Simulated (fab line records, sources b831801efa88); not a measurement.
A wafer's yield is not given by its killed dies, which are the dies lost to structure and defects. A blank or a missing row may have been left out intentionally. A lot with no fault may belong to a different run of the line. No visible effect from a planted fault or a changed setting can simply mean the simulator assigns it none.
Matching of chambers :: flow gf180mcu :: GF_CONTACT_ETCH_16 on rie_diel-03: 4 sister chambers
The step etches BARC in N2/H2. 4 wafers are shown with their chamber, then 11 later ones without.

== WAFERS WITH THEIR CHAMBER ==
wafer: L089.4
chamber: 2
throttle_valve_pct (%): 13.224

wafer: L090.3
chamber: 3
throttle_valve_pct (%): 13.228

wafer: L090.4
chamber: 0
throttle_valve_pct (%): 13.220

wafer: L093.1
chamber: 1
throttle_valve_pct (%): 13.216

== WAFERS MISSING THEIR CHAMBER ==
wafer: L093.2
throttle_valve_pct (%): 13.234

wafer: L093.3
throttle_valve_pct (%): 13.237

wafer: L093.4
throttle_valve_pct (%): 13.231

wafer: L093.5
throttle_valve_pct (%): 13.206

wafer: L093.6
throttle_valve_pct (%): 13.238

wafer: L095.1
throttle_valve_pct (%): 13.222

wafer: L095.2
throttle_valve_pct (%): 13.243

wafer: L095.3
throttle_valve_pct (%): 13.223

wafer: L095.4
throttle_valve_pct (%): 13.233

wafer: L095.5
throttle_valve_pct (%): 13.219

wafer: L095.6
throttle_valve_pct (%): 13.228

== WHICH CHAMBER EACH ONE RAN IN ==
wafer: L093.2
from the rows above: can't be placed: 3 or 2 or 0 or 1
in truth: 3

wafer: L093.3
from the rows above: can't be placed: 3 or 2 or 0 or 1
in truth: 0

wafer: L093.4
from the rows above: can't be placed: 3 or 2 or 0 or 1
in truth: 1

wafer: L093.5
from the rows above: can't be placed: 1 or 0 or 2 or 3
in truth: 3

wafer: L093.6
from the rows above: can't be placed: 3 or 2 or 0 or 1
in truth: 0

wafer: L095.1
from the rows above: can't be placed: 0 or 2 or 1 or 3
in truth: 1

wafer: L095.2
from the rows above: can't be placed: 3 or 2 or 0 or 1
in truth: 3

wafer: L095.3
from the rows above: can't be placed: 2 or 0 or 3 or 1
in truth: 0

wafer: L095.4
from the rows above: can't be placed: 3 or 2 or 0 or 1
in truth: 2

wafer: L095.5
from the rows above: can't be placed: 0 or 1 or 2 or 3
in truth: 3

wafer: L095.6
from the rows above: can't be placed: 3 or 2 or 0 or 1
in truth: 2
0 of 11 placed correctly. Can't be placed from these rows: 11 (the true chamber is among the candidates in 11). Number placed wrongly: 0.
How it was worked out, from the rows above alone: a wafer's distance from a chamber is the root of the sum, over the readings, of the square of ((its reading less the chamber's mean) divided by the reading's scatter). The wafer belongs to the nearest chamber; if the next one is less than 2 further off, it can't be placed. The mean given for a chamber averages the wafers shown for that chamber. The scatter (one wafer shown for each chamber): square how far every hidden wafer sits from the nearest shown wafer, average those squares and take the square root.
